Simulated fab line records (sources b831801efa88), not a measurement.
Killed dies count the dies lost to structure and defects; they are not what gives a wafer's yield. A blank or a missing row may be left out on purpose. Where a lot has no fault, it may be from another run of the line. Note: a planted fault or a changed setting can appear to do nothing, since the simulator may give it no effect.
Which tool was responsible?    flow sky130    Sampling: 7 lots, 21 wafers, 2 of 708 route steps

## WHAT THE GAUGES SHOWED, per wafer
SKY_VIA2_BOW_MEAS_03.
lot   measured      on             VIA2_BOW (um)
L536  day 35 20:01  film metro-02  94 97 87
L538  day 36 14:42  film metro-03  85 83 86
L540  day 36 23:07  film metro-02  76 84 82
L549  day 39 16:47  film metro-04  100 99 85
L552  day 40 13:23  film metro-02  76 85 87
L553  day 41 05:58  film metro-04  78 79 74
L557  day 41 18:11  film metro-03  85 84 102

## WHAT TOOL EACH LOT RAN ON (gives the tool, then ch and the chambers of the sampled wafers, and finally the start)
lot   SKY_METAL1_DESCUM_17
L536  rie metal-04 ch 0,1, day 33 09:48
L538  rie metal-04 ch 0,1, day 34 06:10
L540  rie metal-01 ch 0, day 34 15:01
L549  rie metal-04 ch 0,1, day 37 11:39
L552  rie metal-04 ch 0,1, day 38 06:07
L553  rie metal-03 ch 0,1, day 39 00:04
L557  rie metal-03 ch 0,1, day 39 12:46
- SKY_METAL1_DESCUM_17: chemistry O2, time 8 s.

## THE ANSWER, worked out from the rows above alone
Rule: usual is defined by the lots themselves. Put in order of their means at a reading, lots are off if they are a third of the lots or fewer, leave a main group of 4 or more, and stand apart from it by a gap of 3 or more times the standard deviation of the main group's means; of several such gaps the widest counts. Not used: any main group whose means are identical at the precision the tables above print for the reading. A lot without any number at a reading at which 4 lots or more have one is off too. The other lots that the step has rows for count as sound.
No lot is off at any reading shown: from this, nothing can be told.

## WHAT THE SIMULATOR HAD PUT IN
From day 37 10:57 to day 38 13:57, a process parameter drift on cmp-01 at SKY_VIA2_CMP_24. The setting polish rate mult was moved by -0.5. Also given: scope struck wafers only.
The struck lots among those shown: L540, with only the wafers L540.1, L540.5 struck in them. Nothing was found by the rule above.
